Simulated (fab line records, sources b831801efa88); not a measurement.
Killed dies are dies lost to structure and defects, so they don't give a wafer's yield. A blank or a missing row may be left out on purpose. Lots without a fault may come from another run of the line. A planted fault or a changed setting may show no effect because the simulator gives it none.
Which tool did it? | flow gf180mcu | 12 lots, 36 wafers sampled, at 5 steps of a route of 602

WHAT THE GAUGES READ, wafer by wafer
GF_STI_BOW_MEAS_00.
lot  | measured    | on            | INCOMING_BOW (um)
L329 | day 1 10:00 | film_metro-03 | -10 -7 13
L330 | day 1 15:01 | film_metro-01 | -19 9 0
L332 | day 2 01:01 | film_metro-02 | 5 2 -7
L333 | day 2 06:00 | film_metro-01 | -7 -3 4
L336 | day 2 21:00 | film_metro-01 | 2 -3 6
L337 | day 3 02:00 | film_metro-03 | -11 4 -8
L340 | day 3 17:02 | film_metro-02 | 0 2 8
L341 | day 3 22:01 | film_metro-01 | -4 4 -3
L343 | day 4 08:04 | film_metro-02 | -3 2 -1
L344 | day 4 13:02 | film_metro-02 | 14 -5 -5
L346 | day 4 23:01 | film_metro-02 | -11 4 -1
L352 | day 6 05:01 | film_metro-02 | -3 9 2

GF_DUAL_GATE_THK_MEAS_03.
lot  | measured     | on            | DUAL_GATE_OXIDATION_00_THK (nm)
L329 | day 7 19:19  | film_metro-02 | 10.67 10.80 10.89
L330 | day 8 02:20  | film_metro-03 | 10.87 11.07 11.04
L332 | day 8 15:19  | film_metro-02 | 10.84 10.92 11.00
L333 | day 9 00:20  | film_metro-03 | 11.15 11.17 11.12
L336 | day 9 22:38  | film_metro-01 | 10.92 10.93 10.81
L337 | day 10 02:52 | film_metro-01 | 10.92 10.69 10.89
L340 | day 10 21:53 | film_metro-02 | 11.05 11.11 10.95
L341 | day 11 04:30 | film_metro-02 | 11.06 10.97 11.01
L343 | day 11 16:46 | film_metro-03 | 10.91 11.00 10.80
L344 | day 11 23:56 | film_metro-01 | 14.10 14.16 14.02
L346 | day 12 12:05 | film_metro-03 | 14.44 14.56 14.54
L352 | day 14 05:38 | film_metro-01 | 10.81 10.96 10.78

GF_V1_THK_MEAS_01.
lot  | measured     | on            | V1_CVD_00_THK (nm)
L329 | day 17 07:58 | film_metro-02 | 599 592 591
L330 | day 17 17:56 | film_metro-03 | 585 595 590
L332 | day 18 18:05 | film_metro-01 | 605 609 601
L333 | day 18 23:03 | film_metro-02 | 599 594 600
L336 | day 20 08:55 | film_metro-02 | 615 605 616
L337 | day 20 13:01 | film_metro-02 | 583 591 593
L340 | day 21 14:31 | film_metro-02 | 591 597 600
L341 | day 21 20:57 | film_metro-02 | 599 605 606
L343 | day 22 15:52 | film_metro-01 | 606 590 603
L344 | day 22 22:10 | film_metro-03 | 597 600 605
L346 | day 23 12:32 | film_metro-03 | 592 592 599
L352 | day 25 09:14 | film_metro-02 | 609 594 597

WHICH TOOL RAN EACH LOT (tool, then ch and the chambers of the sampled wafers, then the start)
lot  | GF_MVSD_STRIP_10                    | GF_DUAL_GATE_OXIDATION_02
L329 | plasma_asher-04 ch 0,1, day 4 12:09 | furnace-01 ch 0, day 7 17:53
L330 | plasma_asher-03 ch 0,1, day 4 17:42 | furnace-02 ch 0, day 8 00:53
L332 | plasma_asher-04 ch 0,1, day 5 04:07 | furnace-01 ch 0, day 8 13:51
L333 | plasma_asher-01 ch 0,1, day 5 14:15 | furnace-02 ch 0, day 8 22:53
L336 | plasma_asher-03 ch 0,1, day 6 08:37 | furnace-01 ch 0, day 9 21:11
L337 | plasma_asher-04 ch 0,1, day 6 11:52 | furnace-01 ch 0, day 10 01:25
L340 | plasma_asher-04 ch 0,1, day 7 04:17 | furnace-01 ch 0, day 10 20:25
L341 | plasma_asher-04 ch 0,1, day 7 09:54 | furnace-02 ch 0, day 11 03:03
L343 | plasma_asher-01 ch 0,1, day 7 22:41 | furnace-02 ch 0, day 11 15:17
L344 | plasma_asher-01 ch 0,1, day 8 03:02 | furnace-01 ch 0, day 11 22:28
L346 | plasma_asher-03 ch 0,1, day 8 14:30 | furnace-01 ch 0, day 12 10:38
L352 | plasma_asher-04 ch 0,1, day 9 23:39 | furnace-02 ch 0, day 14 04:10
- GF_MVSD_STRIP_10: strips in O2/N2.
- GF_DUAL_GATE_OXIDATION_02: stabilise 600 s, purge 300 s, target thk 10.887 nm.

WHAT THE TOOLS THEMSELVES READ (means of the sampled wafers that have a number; where no wafer has one, the mark that the record gives instead)
GF_MVSD_STRIP_10.
lot  | tool            | chamber_pressure_mTorr (mTorr) | drypump_motor_current_A (A) | heater_power_w (W) | oes_product_au (a.u.) | platen_temp_c (C) | strip_time_to_endpoint_s (s)
L329 | plasma_asher-04 | 1500.5                         | 5.5                         | 342                | 0.721                 | 249.99            | 37.08
L330 | plasma_asher-03 | 1499.7                         | 5.6                         | 368                | 0.725                 | 250.03            | 36.92
L332 | plasma_asher-04 | 1501.4                         | 5.6                         | 352                | 0.721                 | 249.86            | 36.99
L333 | plasma_asher-01 | 1499.4                         | 6.0                         | 333                | 0.724                 | 250.13            | 37.01
L336 | plasma_asher-03 | 1500.7                         | 5.6                         | 371                | 0.720                 | 249.85            | 37.07
L337 | plasma_asher-04 | 1500.1                         | 5.5                         | 342                | 0.722                 | 250.06            | 37.09
L340 | plasma_asher-04 | 1500.0                         | 5.4                         | 340                | 0.724                 | 250.10            | 37.03
L341 | plasma_asher-04 | 1500.6                         | 5.4                         | 334                | 0.719                 | 250.12            | 36.92
L343 | plasma_asher-01 | 1499.9                         | 5.8                         | 299                | 0.723                 | 250.00            | 36.89
L344 | plasma_asher-01 | 1500.2                         | 5.8                         | 301                | 0.724                 | 249.96            | 36.73
L346 | plasma_asher-03 | 1500.9                         | 5.7                         | 377                | 0.723                 | 249.94            | 37.08
L352 | plasma_asher-04 | 1499.1                         | 5.4                         | 336                | 0.720                 | 250.05            | 37.09

GF_DUAL_GATE_OXIDATION_02.
lot  | tool       | spike_tc_bottom_C (C) | spike_tc_centre_C (C) | spike_tc_lower_C (C) | spike_tc_top_C (C) | spike_tc_upper_C (C) | tube_center_temp_C (C) | tube_center_temp_C_max | zone_power_upper_pct (%)
L329 | furnace-01 | 918.5                 | 900.2                 | 901.1                | 909.4              | 900.6                | 900                    | 902.6                  | 17.6
L330 | furnace-02 | 918.9                 | 898.6                 | 901.5                | 911.8              | 900.3                | 900                    | 902.1                  | 16.6
L332 | furnace-01 | 918.2                 | 901.3                 | 900.8                | 909.1              | 899.8                | 900                    | 902.2                  | 17.9
L333 | furnace-02 | 919.5                 | 898.8                 | 900.3                | 912.0              | 900.3                | 900                    | 902.5                  | 16.5
L336 | furnace-01 | 917.9                 | 900.3                 | 900.9                | 908.8              | 900.8                | 900                    | 902.6                  | 17.8
L337 | furnace-01 | 917.7                 | 900.1                 | 902.1                | 910.7              | 900.0                | 900                    | 902.0                  | 17.8
L340 | furnace-01 | 917.2                 | 899.8                 | 901.5                | 908.5              | 899.7                | 900                    | 902.5                  | 17.7
L341 | furnace-02 | 919.4                 | 899.8                 | 900.6                | 910.4              | 900.5                | 900                    | 902.4                  | 16.7
L343 | furnace-02 | 919.3                 | 898.8                 | 900.9                | 911.3              | 900.3                | 900                    | 902.1                  | 16.8
L344 | furnace-01 | 945.6                 | 928.0                 | 928.1                | 935.3              | 928.0                | 927                    | 929.5                  | 19.2
L346 | furnace-01 | 945.8                 | 927.9                 | 928.3                | 935.0              | 927.0                | 927                    | 929.5                  | 19.0
L352 | furnace-02 | 920.2                 | 900.4                 | 901.3                | 912.2              | 899.6                | 900                    | 901.9                  | 16.7

THE ANSWER, worked out from the rows above alone
Rule: what is usual is taken from the lots themselves. Put in order of their means at a reading, lots are off if they are a third of the lots or fewer, leave a main group of 4 or more, and stand apart from it by a gap of 3 or more times the standard deviation of the main group's means; of several such gaps the widest counts. A main group whose means are all the same, to the digits that the tables above print for the reading, isn't used. A lot without any number at a reading at which 4 lots or more have one is off too. The other lots that the step has rows for count as sound. The gauges are gone through in route order, then the tools' own readings, and for those a lot's mean is taken as printed above. The first step at which some lot is off is used, and at that step the reading that is off furthest; a lot without a number counts as furthest.
Off: L344, L346, at GF_DUAL_GATE_THK_MEAS_03 (DUAL_GATE_OXIDATION_00_THK). The main group: mean 10.94 nm, standard deviation 0.1.
A tool fits if, at a process step before that reading, it ran every lot that is off, and no sound lot after the first of them. The gauges at GF_DUAL_GATE_THK_MEAS_03 aren't tried: what is off there is off at GF_DUAL_GATE_OXIDATION_02 too, on other tools, and a gauge's error can't cause that. One fits: furnace-01 at GF_DUAL_GATE_OXIDATION_02. Its last sound lot is L340 (day 10 20:25), its first lot that is off L344 (day 11 22:28): a fault that began between those two fits.
The tool's own readings at GF_DUAL_GATE_OXIDATION_02 bear it out: on the lots that are off they differ by more than 5 times the standard deviation of the sound lots' means. spike_tc_bottom_C reads 945.7 C there against 918.7 C on the sound lots; spike_tc_centre_C reads 928.0 C there against 899.8 C on the sound lots; spike_tc_lower_C reads 928.2 C there against 901.1 C on the sound lots; spike_tc_top_C reads 935.1 C there against 910.4 C on the sound lots; spike_tc_upper_C reads 927.5 C there against 900.2 C on the sound lots; tube_center_temp_C reads 927 C there against 900 C on the sound lots; tube_center_temp_C_max reads 929.5 there against 902.3 on the sound lots.

WHAT THE SIMULATOR HAD PUT IN
Process parameter drift: furnace-01, from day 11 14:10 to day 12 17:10, at GF_DUAL_GATE_OXIDATION_02. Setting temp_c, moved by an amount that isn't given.
Lots struck among those shown: L344, L346. The rule above found the same.
